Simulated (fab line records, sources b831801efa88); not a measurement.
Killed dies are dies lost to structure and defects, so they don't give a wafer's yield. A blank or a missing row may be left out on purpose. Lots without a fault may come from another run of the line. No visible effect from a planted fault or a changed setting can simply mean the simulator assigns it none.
Chamber matching || flow sky130 || SKY_VIA2_HDPCVD_00 on hdpcvd-02 has 3 sister chambers
The step deposits SiO2, target thk 1180 nm, time 196.7 s. 6 wafers are shown with their chamber, then 7 later ones without.

WAFERS PAIRED WITH THEIR CHAMBERS
{"wafer": "L784.2", "chamber": 2, "run-length-s (s)": 225.2}
{"wafer": "L785.3", "chamber": 2, "run-length-s (s)": 225.8}
{"wafer": "L785.4", "chamber": 0, "run-length-s (s)": 224.4}
{"wafer": "L785.5", "chamber": 1, "run-length-s (s)": 224.3}
{"wafer": "L789.1", "chamber": 1, "run-length-s (s)": 223.5}
{"wafer": "L789.5", "chamber": 0, "run-length-s (s)": 224.3}

WAFERS WHOSE CHAMBER IS MISSING
{"wafer": "L789.6", "run-length-s (s)": 224.9}
{"wafer": "L795.1", "run-length-s (s)": 225.0}
{"wafer": "L795.3", "run-length-s (s)": 223.4}
{"wafer": "L797.4", "run-length-s (s)": 225.0}
{"wafer": "L797.6", "run-length-s (s)": 224.5}
{"wafer": "L799.3", "run-length-s (s)": 225.0}
{"wafer": "L799.4", "run-length-s (s)": 225.2}

WHICH CHAMBER EACH ONE RAN IN
{"wafer": "L789.6", "from the rows above": "can't be placed: 0 or 2 or 1", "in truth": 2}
{"wafer": "L795.1", "from the rows above": "can't be placed: 2 or 0 or 1", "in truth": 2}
{"wafer": "L795.3", "from the rows above": "can't be placed: 1 or 0", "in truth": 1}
{"wafer": "L797.4", "from the rows above": "can't be placed: 2 or 0 or 1", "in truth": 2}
{"wafer": "L797.6", "from the rows above": "can't be placed: 0 or 1", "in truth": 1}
{"wafer": "L799.3", "from the rows above": "can't be placed: 2 or 0 or 1", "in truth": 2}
{"wafer": "L799.4", "from the rows above": "can't be placed: 2 or 0", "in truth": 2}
Correct placement for 0 of the 7. Unplaceable from these rows: 7, with the true chamber sitting among the candidates in 7. 0 placed wrongly.
How it was worked out, from the rows above alone: a wafer's distance from a chamber is the root of the sum, over the readings, of the square of ((its reading less the chamber's mean) divided by the reading's scatter). If the next closest chamber is less than 2 further off than the closest, the wafer can't be placed; otherwise it belongs to the closest. For every chamber, the mean is computed from those of its wafers that are shown. The scatter is the square root of a quotient: the sum, over the shown wafers, of each reading's squared deviation from its chamber's mean, divided by wafers minus chambers.
